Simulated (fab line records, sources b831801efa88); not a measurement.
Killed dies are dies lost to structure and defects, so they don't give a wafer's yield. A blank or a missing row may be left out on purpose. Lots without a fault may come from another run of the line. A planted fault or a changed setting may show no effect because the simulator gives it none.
Which tool did it? | flow sky130 | 14 lots, 42 wafers sampled, at 1 step of a route of 708

WHAT THE GAUGES READ, wafer by wafer
The record holds no reading of a measuring or inspecting step that can be judged against a usual standard deviation.

WHICH TOOL RAN EACH LOT (tool, then ch and the chambers of the sampled wafers, then the start)
lot  | SKY_GATE_OXIDE_OXIDATION_16
L138 | furnace-01 ch 0, day 14 07:17
L142 | furnace-01 ch 0, day 15 16:55
L143 | furnace-01 ch 0, day 16 02:16
L144 | furnace-02 ch 0, day 16 08:47
L145 | furnace-02 ch 0, day 16 14:23
L147 | furnace-01 ch 0, day 17 15:22
L149 | furnace-02 ch 0, day 18 04:13
L151 | furnace-02 ch 0, day 18 19:11
L150 | furnace-02 ch 0, day 18 21:58
L153 | furnace-02, day 19 15:13
L154 | furnace-01, day 19 21:29
L156 | furnace-02 ch 0, day 20 12:10
L160 | furnace-01 ch 0, day 22 01:56
L161 | furnace-01 ch 0, day 22 12:43
- SKY_GATE_OXIDE_OXIDATION_16: stabilise 600 s, purge 300 s, target thk 3.57 nm.

WHAT THE TOOLS THEMSELVES READ (means of the sampled wafers that have a number; where no wafer has one, the mark that the record gives instead)
SKY_GATE_OXIDE_OXIDATION_16. Usual: ox_temp_c 800.0 C, standard deviation 0.34; ox_temp_c_max 803.3, standard deviation 0.6; tube_center_temp_C 800 C, standard deviation 0.072; zone_power_upper_pct 14.5 %, standard deviation 2.
lot  | tool       | ox_temp_c (C) | ox_temp_c_max | tube_center_temp_C (C) | zone_power_upper_pct (%) | flag
L138 | furnace-01 | 800.0         | 803.1         | 800                    | 16.6                     |
L142 | furnace-01 | 800.5         | 803.7         | 800                    | 16.5                     |
L143 | furnace-01 | 800.1         | 803.2         | 800                    | 16.5                     |
L144 | furnace-02 | 800.2         | 804.1         | 800                    | 12.7                     |
L145 | furnace-02 | 799.9         | 803.2         | 800                    | 12.7                     |
L147 | furnace-01 | 800.4         | 803.4         | 800                    | 16.8                     |
L149 | furnace-02 | 800.0         | 803.5         | 800                    | 12.8                     |
L151 | furnace-02 | 800.0         | 803.3         | 800                    | 12.6                     |
L150 | furnace-02 | 800.3         | 803.7         | 800                    | 12.8                     |
L153 | furnace-02 | -             | -             | -                      | -                        | OFF
L154 | furnace-01 | -             | -             | -                      | -                        | OFF
L156 | furnace-02 | 800.2         | 803.3         | 800                    | 12.8                     |
L160 | furnace-01 | 799.9         | 803.3         | 800                    | 16.7                     |
L161 | furnace-01 | 799.9         | 803.0         | 800                    | 16.7                     |

THE ANSWER, worked out from the rows above alone
Rule: a lot is off if the mean of its wafers that have a number lies more than 3 standard deviations from the usual mean. A lot without any number at a reading at which 4 lots or more have one is off too. The other lots that the step has rows for count as sound. The gauges are gone through in route order, then the tools' own readings, and for those a lot's mean is taken as printed above. The first step at which some lot is off is used, and at that step the reading that is off furthest; a lot without a number counts as furthest.
Off: L153, L154, at SKY_GATE_OXIDE_OXIDATION_16 (ox_temp_c). Without a number there: L153, L154.
A tool fits if, at that step or a process step before it, it ran every lot that is off, and no sound lot after the first of them. None of those tried fits.

WHAT THE SIMULATOR HAD PUT IN
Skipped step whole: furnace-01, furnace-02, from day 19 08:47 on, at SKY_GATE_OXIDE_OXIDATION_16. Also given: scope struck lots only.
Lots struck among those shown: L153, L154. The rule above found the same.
